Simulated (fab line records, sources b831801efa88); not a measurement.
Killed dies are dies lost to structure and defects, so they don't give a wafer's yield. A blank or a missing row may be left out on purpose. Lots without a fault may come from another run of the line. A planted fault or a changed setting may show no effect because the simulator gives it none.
Which tool did it? | flow sky130 | 6 lots, 18 wafers sampled, at 2 steps of a route of 708

WHAT THE GAUGES READ, wafer by wafer
SKY_METAL1_THK_MEAS_06: measures by xrf.
lot  | measured     | on            | METAL1_ALCU_THK (nm)
L987 | day 33 11:07 | film_metro-02 | 254 255 256
L988 | day 33 13:49 | film_metro-01 | 259 259 257
L996 | day 35 00:43 | film_metro-04 | 250 255 256
L102 | day 36 18:41 | film_metro-02 | 248 248 251
L105 | day 37 18:47 | film_metro-01 | 255 252 254
L107 | day 38 13:49 | film_metro-01 | 245 248 247

WHICH TOOL RAN EACH LOT (tool, then ch and the chambers of the sampled wafers, then the start)
lot  | SKY_METAL1_SPUTTER_04
L987 | pvd_sputter-04, day 33 10:57
L988 | pvd_sputter-01, day 33 13:38
L996 | pvd_sputter-04, day 35 00:31
L102 | pvd_sputter-03, day 36 18:29
L105 | pvd_sputter-01, day 37 18:37
L107 | pvd_sputter-04, day 38 13:38
- SKY_METAL1_SPUTTER_04: material TiN, target thk 70 nm, time 58.3 s.

THE ANSWER, worked out from the rows above alone
Rule: what is usual is taken from the lots themselves. Put in order of their means at a reading, lots are off if they are a third of the lots or fewer, leave a main group of 4 or more, and stand apart from it by a gap of 3 or more times the standard deviation of the main group's means; of several such gaps the widest counts. A main group whose means are all the same, to the digits that the tables above print for the reading, isn't used. A lot without any number at a reading at which 4 lots or more have one is off too. The other lots that the step has rows for count as sound.
No lot is off at any reading shown: from this, nothing can be told.

WHAT THE SIMULATOR HAD PUT IN
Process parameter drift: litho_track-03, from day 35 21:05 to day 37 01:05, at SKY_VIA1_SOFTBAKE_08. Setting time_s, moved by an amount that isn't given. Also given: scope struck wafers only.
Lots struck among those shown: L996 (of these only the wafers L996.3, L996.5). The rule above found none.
